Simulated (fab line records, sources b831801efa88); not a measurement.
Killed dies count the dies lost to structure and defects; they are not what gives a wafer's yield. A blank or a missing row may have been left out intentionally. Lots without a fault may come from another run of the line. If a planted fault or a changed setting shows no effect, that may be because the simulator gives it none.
fab line records :: flow gf180mcu :: part 2 of 2: steps 25 to 33 of 33
record
  lots=5
  wafers=15
  last_day=34
route steps=602 shown V5@555 TOP_METAL@567 PASSIVATION@587
lots untouched by any fault: they come from a run of this same line in which no faults occurred
start_h: hours from the record's opening day to when the first of the lot's shown wafers began :: wait_h: hours elapsed since this lot's preceding step :: " the same as in the row above :: L1.1+2: a row that stands for several wafers :: - no value, or no start was given :: * or withheld: withheld :: < > ~ a bound
route shown NAME@n: a module of which the file shows steps, and the number in the route of the first :: usual: mean/standard deviation taken from wafers without a fault :: same: alike in all rows :: chamber/n: place in a boat :: sites: per-site readings :: _std_site: the values' standard deviation :: _edge_site: mean of outer sites minus mean of inner sites :: radius_mm: for every site, how far away it sits from the centre of the wafer :: mask NAME#n: copy n :: behind: the last tool/chamber to shape the wafer :: hold: reason for holding the lot/hours on hold/outcome of the hold :: device: the n, p or np transistor that did not switch :: end of line: at the end of the route, the tests of the same wafers :: step lacking rows: just its recipe :: killed: not the wafer's yield, but the dies lost to structure and defects at the first sort :: map: dies across one wafer; x = killed, . = not, _ = none there
set.NAME: setting as actually run; set.NAME@STEP: the setting as run at that earlier step :: model.NAME: the simulator's own value behind a step, which no gauge read
lots seen at some steps along the route; tables by step, rows by wafer
services: the hour from which a tool's chamber was out of use, counted from the record's first day as start_h (under 0 if before that day), plus the number of hours and why
## steps
# step GF_TOP_METAL_PEB_12
# recipe
  temp_c=withheld
  time_s=*
  resist=NOVOLAK
# usual
  exhaust_pa=45.1/0.97
lot.wafer: L085.1
tool: litho_track-02
chamber: 0
start_h: -
wait_h: -
exhaust_pa: 45.2

lot.wafer: L085.2
tool: litho_track-02
chamber: 0
start_h: -
wait_h: -
exhaust_pa: 45.7

lot.wafer: L085.5
tool: litho_track-02
chamber: 0
start_h: -
wait_h: -
exhaust_pa: 44.3

lot.wafer: L087.1
tool: litho_track-02
chamber: 0
start_h: -
wait_h: -
exhaust_pa: 45.8

lot.wafer: L087.2
tool: litho_track-02
chamber: 0
start_h: -
wait_h: -
exhaust_pa: 46.3

lot.wafer: L087.5
tool: litho_track-02
chamber: 0
start_h: -
wait_h: -
exhaust_pa: 46.0

lot.wafer: L093.1
tool: litho_track-02
chamber: 0
start_h: -
wait_h: -
exhaust_pa: 45.2

lot.wafer: L093.3
tool: litho_track-02
chamber: 0
start_h: -
wait_h: -
exhaust_pa: 45.1

lot.wafer: L093.4
tool: litho_track-02
chamber: 0
start_h: -
wait_h: -
exhaust_pa: 45.8

lot.wafer: L094.3
tool: litho_track-03
chamber: 0
start_h: -
wait_h: -
exhaust_pa: 45.7

lot.wafer: L094.4
tool: litho_track-03
chamber: 0
start_h: -
wait_h: -
exhaust_pa: 44.6

lot.wafer: L094.6
tool: litho_track-03
chamber: 0
start_h: -
wait_h: -
exhaust_pa: 44.3

lot.wafer: L096.1
tool: litho_track-01
chamber: 0
start_h: -
wait_h: -
exhaust_pa: 45.7

lot.wafer: L096.4
tool: litho_track-01
chamber: 0
start_h: -
wait_h: -
exhaust_pa: 44.6

lot.wafer: L096.5
tool: litho_track-01
chamber: 0
start_h: -
wait_h: -
exhaust_pa: 44.2
# step GF_TOP_METAL_DEVELOP_13
# recipe
  develop_time_s=60
  dev_temp_c=23
# usual
  exhaust_pa=44.8/1
lot.wafer: L085.1
tool: litho_track-02
chamber: 0
start_h: 727.95
wait_h: 0.1
exhaust_pa: 45.9

lot.wafer: L085.2
tool: litho_track-02
chamber: 0
start_h: 727.95
wait_h: 0.1
exhaust_pa: 45.3

lot.wafer: L085.5
tool: litho_track-02
chamber: 0
start_h: 727.95
wait_h: 0.1
exhaust_pa: 45.9

lot.wafer: L087.1
tool: litho_track-02
chamber: 0
start_h: 742.35
wait_h: 0.1
exhaust_pa: 44.6

lot.wafer: L087.2
tool: litho_track-02
chamber: 0
start_h: 742.35
wait_h: 0.1
exhaust_pa: 43.7

lot.wafer: L087.5
tool: litho_track-02
chamber: 0
start_h: 742.35
wait_h: 0.1
exhaust_pa: 44.8

lot.wafer: L093.1
tool: litho_track-02
chamber: 0
start_h: 776.20
wait_h: 0.1
exhaust_pa: 43.9

lot.wafer: L093.3
tool: litho_track-02
chamber: 0
start_h: 776.20
wait_h: 0.1
exhaust_pa: 45.5

lot.wafer: L093.4
tool: litho_track-02
chamber: 0
start_h: 776.20
wait_h: 0.1
exhaust_pa: 44.5

lot.wafer: L094.3
tool: litho_track-03
chamber: 0
start_h: 789.64
wait_h: 0.1
exhaust_pa: 44.6

lot.wafer: L094.4
tool: litho_track-03
chamber: 0
start_h: 789.64
wait_h: 0.1
exhaust_pa: 44.0

lot.wafer: L094.6
tool: litho_track-03
chamber: 0
start_h: 789.64
wait_h: 0.1
exhaust_pa: 44.6

lot.wafer: L096.1
tool: litho_track-01
chamber: 0
start_h: 801.00
wait_h: 0.1
exhaust_pa: 45.0

lot.wafer: L096.4
tool: litho_track-01
chamber: 0
start_h: 801.00
wait_h: 0.1
exhaust_pa: 45.0

lot.wafer: L096.5
tool: litho_track-01
chamber: 0
start_h: 801.00
wait_h: 0.1
exhaust_pa: 45.2
# step GF_TOP_METAL_CD_MEAS_14
# recipe
  target_cd_nm=440
# usual
  cd_nm=440.9/2.3
lot.wafer: L085.1
tool: cd_sem-02
chamber: -
start_h: 728.10
wait_h: 0.1
cd_nm: 443.0

lot.wafer: L085.2
tool: cd_sem-02
chamber: -
start_h: 728.10
wait_h: 0.1
cd_nm: 441.6

lot.wafer: L085.5
tool: cd_sem-02
chamber: -
start_h: 728.10
wait_h: 0.1
cd_nm: 440.6

lot.wafer: L087.1
tool: cd_sem-02
chamber: -
start_h: 742.50
wait_h: 0.1
cd_nm: 440.6

lot.wafer: L087.2
tool: cd_sem-02
chamber: -
start_h: 742.50
wait_h: 0.1
cd_nm: 441.3

lot.wafer: L087.5
tool: cd_sem-02
chamber: -
start_h: 742.50
wait_h: 0.1
cd_nm: 440.4

lot.wafer: L093.1
tool: cd_sem-02
chamber: -
start_h: 776.35
wait_h: 0.1
cd_nm: 435.9

lot.wafer: L093.3
tool: cd_sem-02
chamber: -
start_h: 776.35
wait_h: 0.1
cd_nm: 435.2

lot.wafer: L093.4
tool: cd_sem-02
chamber: -
start_h: 776.35
wait_h: 0.1
cd_nm: 439.0

lot.wafer: L094.3
tool: cd_sem-02
chamber: -
start_h: 789.85
wait_h: 0.2
cd_nm: 440.2

lot.wafer: L094.4
tool: cd_sem-02
chamber: -
start_h: 789.85
wait_h: 0.2
cd_nm: 439.0

lot.wafer: L094.6
tool: cd_sem-02
chamber: -
start_h: 789.85
wait_h: 0.2
cd_nm: 438.3

lot.wafer: L096.1
tool: cd_sem-01
chamber: -
start_h: 801.15
wait_h: 0.1
cd_nm: 440.7

lot.wafer: L096.4
tool: cd_sem-01
chamber: -
start_h: 801.15
wait_h: 0.1
cd_nm: 437.2

lot.wafer: L096.5
tool: cd_sem-01
chamber: -
start_h: 801.15
wait_h: 0.1
cd_nm: 438.8
# step GF_TOP_METAL_OVL_MEAS_15
# usual
  TOP_METAL_OVL=-0.3/1.7
lot.wafer: L085.1
tool: overlay-02
chamber: -
start_h: 728.22
wait_h: 0.1
TOP_METAL_OVL[nm]: -1.4

lot.wafer: L085.2
tool: overlay-02
chamber: -
start_h: 728.22
wait_h: 0.1
TOP_METAL_OVL[nm]: -0.9

lot.wafer: L085.5
tool: overlay-02
chamber: -
start_h: 728.22
wait_h: 0.1
TOP_METAL_OVL[nm]: -2.5

lot.wafer: L087.1
tool: overlay-01
chamber: -
start_h: 742.62
wait_h: 0.1
TOP_METAL_OVL[nm]: 0.3

lot.wafer: L087.2
tool: overlay-01
chamber: -
start_h: 742.62
wait_h: 0.1
TOP_METAL_OVL[nm]: -0.2

lot.wafer: L087.5
tool: overlay-01
chamber: -
start_h: 742.62
wait_h: 0.1
TOP_METAL_OVL[nm]: 0.1

lot.wafer: L093.1
tool: overlay-02
chamber: -
start_h: 776.47
wait_h: 0.1
TOP_METAL_OVL[nm]: 1.9

lot.wafer: L093.3
tool: overlay-02
chamber: -
start_h: 776.47
wait_h: 0.1
TOP_METAL_OVL[nm]: 0.7

lot.wafer: L093.4
tool: overlay-02
chamber: -
start_h: 776.47
wait_h: 0.1
TOP_METAL_OVL[nm]: 2.8

lot.wafer: L094.3
tool: overlay-01
chamber: -
start_h: 789.94
wait_h: 0.1
TOP_METAL_OVL[nm]: 2.2

lot.wafer: L094.4
tool: overlay-01
chamber: -
start_h: 789.94
wait_h: 0.1
TOP_METAL_OVL[nm]: 2.4

lot.wafer: L094.6
tool: overlay-01
chamber: -
start_h: 789.94
wait_h: 0.1
TOP_METAL_OVL[nm]: 1.5

lot.wafer: L096.1
tool: overlay-02
chamber: -
start_h: 801.27
wait_h: 0.1
TOP_METAL_OVL[nm]: -1.5

lot.wafer: L096.4
tool: overlay-02
chamber: -
start_h: 801.27
wait_h: 0.1
TOP_METAL_OVL[nm]: -1.7

lot.wafer: L096.5
tool: overlay-02
chamber: -
start_h: 801.27
wait_h: 0.1
TOP_METAL_OVL[nm]: -0.2
# step GF_TOP_METAL_METAL_ETCH_16
# recipe
  chemistry=Cl2/BCl3
  mask_material=NOVOLAK
  target_depth_nm=1197
  stop_on=SiO2
  pressure_mtorr=8
  icp_w=800
  bias_w=140
  Cl2_flow_sccm=80
  bcl3_flow_sccm=40
  time_s=199.5
# usual
  chamber_pressure_mTorr=8.000/0.0074
  drypump_motor_current_A=5.9/0.45
  oes_product_au=0.992/0.0062
  throttle_valve_pct=28.226/0.01
lot.wafer: L085.1
tool: rie_metal-01
chamber: 1
start_h: 728.26
wait_h: 0.0
chamber_pressure_mTorr: 7.997
drypump_motor_current_A: 5.8
oes_product_au: 0.990
rf_hours_counter_h: 0
throttle_valve_pct: 28.232

lot.wafer: L085.2
tool: rie_metal-01
chamber: 0
start_h: 728.26
wait_h: 0.0
chamber_pressure_mTorr: 8.004
drypump_motor_current_A: 5.2
oes_product_au: 0.985
rf_hours_counter_h: 2
throttle_valve_pct: 28.226

lot.wafer: L085.5
tool: rie_metal-01
chamber: 0
start_h: 728.26
wait_h: 0.0
chamber_pressure_mTorr: 8.002
drypump_motor_current_A: 5.2
oes_product_au: 0.996
rf_hours_counter_h: -
throttle_valve_pct: 28.232

lot.wafer: L087.1
tool: rie_metal-04
chamber: 1
start_h: 742.66
wait_h: 0.0
chamber_pressure_mTorr: 8.001
drypump_motor_current_A: 6.5
oes_product_au: 0.993
rf_hours_counter_h: 8
throttle_valve_pct: 28.237

lot.wafer: L087.2
tool: rie_metal-04
chamber: 0
start_h: 742.66
wait_h: 0.0
chamber_pressure_mTorr: 7.999
drypump_motor_current_A: 5.7
oes_product_au: 0.991
rf_hours_counter_h: 3
throttle_valve_pct: 28.217

lot.wafer: L087.5
tool: rie_metal-04
chamber: 1
start_h: 742.66
wait_h: 0.0
chamber_pressure_mTorr: 8.008
drypump_motor_current_A: 6.5
oes_product_au: 0.993
rf_hours_counter_h: -
throttle_valve_pct: 28.211

lot.wafer: L093.1
tool: rie_metal-04
chamber: 1
start_h: 776.51
wait_h: 0.0
chamber_pressure_mTorr: 7.988
drypump_motor_current_A: 6.5
oes_product_au: 1.004
rf_hours_counter_h: 10
throttle_valve_pct: 28.215

lot.wafer: L093.3
tool: rie_metal-04
chamber: 1
start_h: 776.51
wait_h: 0.0
chamber_pressure_mTorr: 8.005
drypump_motor_current_A: 6.4
oes_product_au: 0.993
rf_hours_counter_h: -
throttle_valve_pct: 28.225

lot.wafer: L093.4
tool: rie_metal-04
chamber: 0
start_h: 776.51
wait_h: 0.0
chamber_pressure_mTorr: 8.002
drypump_motor_current_A: 5.8
oes_product_au: 0.986
rf_hours_counter_h: -
throttle_valve_pct: 28.228

lot.wafer: L094.3
tool: rie_metal-03
chamber: 1
start_h: 790.03
wait_h: 0.1
chamber_pressure_mTorr: 8.002
drypump_motor_current_A: 5.7
oes_product_au: 0.992
rf_hours_counter_h: -
throttle_valve_pct: 28.226

lot.wafer: L094.4
tool: rie_metal-03
chamber: 0
start_h: 790.03
wait_h: 0.1
chamber_pressure_mTorr: 8.000
drypump_motor_current_A: 6.2
oes_product_au: 0.996
rf_hours_counter_h: -
throttle_valve_pct: 28.241

lot.wafer: L094.6
tool: rie_metal-03
chamber: 1
start_h: 790.03
wait_h: 0.1
chamber_pressure_mTorr: 8.002
drypump_motor_current_A: 5.7
oes_product_au: 0.994
rf_hours_counter_h: -
throttle_valve_pct: 28.240

lot.wafer: L096.1
tool: rie_metal-01
chamber: 0
start_h: 801.31
wait_h: 0.0
chamber_pressure_mTorr: 8.004
drypump_motor_current_A: 5.2
oes_product_au: 0.987
rf_hours_counter_h: 7
throttle_valve_pct: 28.215

lot.wafer: L096.4
tool: rie_metal-01
chamber: 0
start_h: 801.31
wait_h: 0.0
chamber_pressure_mTorr: 7.993
drypump_motor_current_A: 5.2
oes_product_au: 0.987
rf_hours_counter_h: -
throttle_valve_pct: 28.214

lot.wafer: L096.5
tool: rie_metal-01
chamber: 1
start_h: 801.31
wait_h: 0.0
chamber_pressure_mTorr: 7.999
drypump_motor_current_A: 5.9
oes_product_au: 0.990
rf_hours_counter_h: -
throttle_valve_pct: 28.215
# step GF_TOP_METAL_STRIP_17
# recipe
  chemistry=O2/N2
  power_w=1400
  pressure_mtorr=1500
  platen_temp_c=250
  o2_flow_sccm=3000
  n2_flow_sccm=300
  overash_fraction=0.5
# usual
  chamber_pressure_mTorr=1500.2/2
  drypump_motor_current_A=5.69/0.21
  heater_power_w=317/25
  oes_product_au=0.710/0.0047
  strip_time_to_endpoint_s=12.85/0.088
lot.wafer: L085.1
tool: plasma_asher-03
chamber: 0
start_h: 728.45
wait_h: 0.1
chamber_pressure_mTorr: 1500.5
drypump_motor_current_A: 5.53
heater_power_w: 304
oes_product_au: 0.713
rf_hours_counter_h: 112
strip_time_to_endpoint_s: 12.81

lot.wafer: L085.2
tool: plasma_asher-03
chamber: 1
start_h: 728.45
wait_h: 0.1
chamber_pressure_mTorr: 1501.8
drypump_motor_current_A: 5.72
heater_power_w: 323
oes_product_au: 0.708
rf_hours_counter_h: 112
strip_time_to_endpoint_s: 12.81

lot.wafer: L085.5
tool: plasma_asher-03
chamber: 0
start_h: 728.45
wait_h: 0.1
chamber_pressure_mTorr: 1499.8
drypump_motor_current_A: 5.51
heater_power_w: 318
oes_product_au: 0.708
rf_hours_counter_h: -
strip_time_to_endpoint_s: 12.80

lot.wafer: L087.1
tool: plasma_asher-03
chamber: 1
start_h: 742.85
wait_h: 0.1
chamber_pressure_mTorr: 1500.8
drypump_motor_current_A: 5.71
heater_power_w: 329
oes_product_au: 0.706
rf_hours_counter_h: 0
strip_time_to_endpoint_s: 12.84

lot.wafer: L087.2
tool: plasma_asher-03
chamber: 0
start_h: 742.85
wait_h: 0.1
chamber_pressure_mTorr: 1499.5
drypump_motor_current_A: 5.48
heater_power_w: 331
oes_product_au: 0.718
rf_hours_counter_h: 0
strip_time_to_endpoint_s: 12.83

lot.wafer: L087.5
tool: plasma_asher-03
chamber: 0
start_h: 742.85
wait_h: 0.1
chamber_pressure_mTorr: 1499.9
drypump_motor_current_A: 5.51
heater_power_w: 336
oes_product_au: 0.714
rf_hours_counter_h: -
strip_time_to_endpoint_s: 12.71

lot.wafer: L093.1
tool: plasma_asher-02
chamber: 0
start_h: 776.70
wait_h: 0.1
chamber_pressure_mTorr: 1501.0
drypump_motor_current_A: 5.56
heater_power_w: 277
oes_product_au: 0.716
rf_hours_counter_h: 70
strip_time_to_endpoint_s: 12.75

lot.wafer: L093.3
tool: plasma_asher-02
chamber: 1
start_h: 776.70
wait_h: 0.1
chamber_pressure_mTorr: 1499.1
drypump_motor_current_A: 5.74
heater_power_w: 335
oes_product_au: 0.705
rf_hours_counter_h: -
strip_time_to_endpoint_s: 12.74

lot.wafer: L093.4
tool: plasma_asher-02
chamber: 0
start_h: 776.70
wait_h: 0.1
chamber_pressure_mTorr: 1498.6
drypump_motor_current_A: 5.56
heater_power_w: 274
oes_product_au: 0.707
rf_hours_counter_h: -
strip_time_to_endpoint_s: 12.73

lot.wafer: L094.3
tool: plasma_asher-02
chamber: 0
start_h: 790.19
wait_h: 0.1
chamber_pressure_mTorr: 1500.7
drypump_motor_current_A: 5.55
heater_power_w: 270
oes_product_au: 0.712
rf_hours_counter_h: -
strip_time_to_endpoint_s: 12.90

lot.wafer: L094.4
tool: plasma_asher-02
chamber: 1
start_h: 790.19
wait_h: 0.1
chamber_pressure_mTorr: 1499.5
drypump_motor_current_A: 5.76
heater_power_w: 343
oes_product_au: 0.722
rf_hours_counter_h: -
strip_time_to_endpoint_s: 12.84

lot.wafer: L094.6
tool: plasma_asher-02
chamber: 0
start_h: 790.19
wait_h: 0.1
chamber_pressure_mTorr: 1500.3
drypump_motor_current_A: 5.58
heater_power_w: 273
oes_product_au: 0.708
rf_hours_counter_h: -
strip_time_to_endpoint_s: 12.84

lot.wafer: L096.1
tool: plasma_asher-03
chamber: 1
start_h: 801.50
wait_h: 0.1
chamber_pressure_mTorr: 1500.7
drypump_motor_current_A: 5.72
heater_power_w: 331
oes_product_au: 0.708
rf_hours_counter_h: 6
strip_time_to_endpoint_s: 12.82

lot.wafer: L096.4
tool: plasma_asher-03
chamber: 0
start_h: 801.50
wait_h: 0.1
chamber_pressure_mTorr: 1499.8
drypump_motor_current_A: 5.49
heater_power_w: 333
oes_product_au: 0.708
rf_hours_counter_h: -
strip_time_to_endpoint_s: 12.88

lot.wafer: L096.5
tool: plasma_asher-03
chamber: 1
start_h: 801.50
wait_h: 0.1
chamber_pressure_mTorr: 1502.1
drypump_motor_current_A: 5.71
heater_power_w: 337
oes_product_au: 0.720
rf_hours_counter_h: -
strip_time_to_endpoint_s: 12.92
# step GF_TOP_METAL_STRIP_18
# recipe
  chemistry=post_etch_residue_remover
  time_s=1200
  temp_c=72.5
lot.wafer: L085.1+2+5
tool: wet_bench-02
chamber: 0
start_h: 728.55
wait_h: 0.1

lot.wafer: L087.1+2+5
tool: wet_bench-04
chamber: 0
start_h: 742.95
wait_h: 0.1

lot.wafer: L093.1+3+4
tool: wet_bench-04
chamber: 3
start_h: 776.80
wait_h: 0.1

lot.wafer: L094.3+4+6
tool: wet_bench-04
chamber: 0
start_h: 790.26
wait_h: 0.0

lot.wafer: L096.1+4+5
tool: wet_bench-04
chamber: 3
start_h: 801.60
wait_h: 0.1
# step GF_TOP_METAL_CLEAN_19
# recipe
  chemistry=DIW
  dry=n2_spin
lot.wafer: L085.1+2+5
tool: wet_bench-04
chamber: 2
start_h: 728.89
wait_h: 0.0

lot.wafer: L087.1+2+5
tool: wet_bench-03
chamber: 1
start_h: 743.29
wait_h: 0.0

lot.wafer: L093.1+3+4
tool: wet_bench-04
chamber: 0
start_h: 777.14
wait_h: 0.0

lot.wafer: L094.3+4+6
tool: wet_bench-03
chamber: 0
start_h: 790.60
wait_h: 0.0

lot.wafer: L096.1+4+5
tool: wet_bench-03
chamber: 3
start_h: 801.94
wait_h: 0.0
# step GF_PASSIVATION_CVD_00
# recipe
  material=SiO2
  target_thk_nm=1000
  precursor=TEOS
  temp_c=400
  time_s=111.95
  rf_w=600
# usual
  heater_power_w=649/79
lot.wafer: L085.1
tool: pecvd-04
chamber: 2
start_h: 728.98
wait_h: 0.0
heater_power_w: 552

lot.wafer: L085.2
tool: pecvd-04
chamber: 0
start_h: 728.98
wait_h: 0.0
heater_power_w: 669

lot.wafer: L085.5
tool: pecvd-04
chamber: 1
start_h: 728.98
wait_h: 0.0
heater_power_w: 571

lot.wafer: L087.1
tool: pecvd-01
chamber: 0
start_h: 743.38
wait_h: 0.0
heater_power_w: 667

lot.wafer: L087.2
tool: pecvd-01
chamber: 2
start_h: 743.38
wait_h: 0.0
heater_power_w: 767

lot.wafer: L087.5
tool: pecvd-01
chamber: 2
start_h: 743.38
wait_h: 0.0
heater_power_w: 830

lot.wafer: L093.1
tool: pecvd-04
chamber: 0
start_h: 777.23
wait_h: 0.0
heater_power_w: 755

lot.wafer: L093.3
tool: pecvd-04
chamber: 2
start_h: 777.23
wait_h: 0.0
heater_power_w: 564

lot.wafer: L093.4
tool: pecvd-04
chamber: 0
start_h: 777.23
wait_h: 0.0
heater_power_w: 581

lot.wafer: L094.3
tool: pecvd-01
chamber: 0
start_h: 790.69
wait_h: 0.0
heater_power_w: 580

lot.wafer: L094.4
tool: pecvd-01
chamber: 1
start_h: 790.69
wait_h: 0.0
heater_power_w: 689

lot.wafer: L094.6
tool: pecvd-01
chamber: 0
start_h: 790.69
wait_h: 0.0
heater_power_w: 626

lot.wafer: L096.1
tool: pecvd-02
chamber: 2
start_h: 802.03
wait_h: 0.0
heater_power_w: 699

lot.wafer: L096.4
tool: pecvd-02
chamber: 1
start_h: 802.03
wait_h: 0.0
heater_power_w: 607

lot.wafer: L096.5
tool: pecvd-02
chamber: 0
start_h: 802.03
wait_h: 0.0
heater_power_w: 618
## services
tool: plasma_asher-03
chamber: -
start_h: 687.52
hours: 14.6
kind: pm

tool: rie_diel-04
chamber: 2
start_h: 688.59
hours: 2.5
kind: repair

tool: iline_stepper-02
chamber: -
start_h: 688.67
hours: 1.9
kind: repair

tool: rie_diel-01
chamber: 1
start_h: 689.44
hours: 8.4
kind: repair

tool: pecvd-01
chamber: 0
start_h: 695.06
hours: 22.7
kind: repair

tool: rie_diel-02
chamber: 3
start_h: 696.97
hours: 2.6
kind: repair

tool: cvd_w-01
chamber: -
start_h: 697.02
hours: 1.7
kind: repair

tool: iline_stepper-02
chamber: -
start_h: 698.29
hours: 2.2
kind: repair

tool: pvd_sputter-04
chamber: -
start_h: 706.26
hours: 13.1
kind: repair

tool: cvd_w-01
chamber: 1
start_h: 709.64
hours: 9.2
kind: repair

tool: rie_diel-01
chamber: 0
start_h: 718.59
hours: 9.1
kind: repair

tool: plasma_asher-02
chamber: -
start_h: 721.60
hours: 14.6
kind: pm

tool: pvd_sputter-01
chamber: -
start_h: 727.03
hours: 3.5
kind: repair

tool: pvd_sputter-01
chamber: -
start_h: 730.87
hours: 1.7
kind: repair

tool: rie_metal-01
chamber: 1
start_h: 731.61
hours: 1.7
kind: repair

tool: cvd_w-01
chamber: 1
start_h: 731.73
hours: 8.5
kind: repair

tool: plasma_asher-03
chamber: -
start_h: 733.75
hours: 9.0
kind: pm

tool: rie_diel-01
chamber: 0
start_h: 743.20
hours: 4.8
kind: repair

tool: cmp-02
chamber: -
start_h: 744.13
hours: 4.0
kind: pm

tool: wet_bench-01
chamber: -
start_h: 762.61
hours: 2.9
kind: repair

tool: cmp-02
chamber: -
start_h: 763.01
hours: 5.4
kind: pm

tool: rie_diel-01
chamber: 0
start_h: 764.11
hours: 8.6
kind: repair

tool: iline_stepper-01
chamber: -
start_h: 775.83
hours: 1.2
kind: repair

tool: rie_diel-01
chamber: 2
start_h: 779.70
hours: 6.0
kind: repair
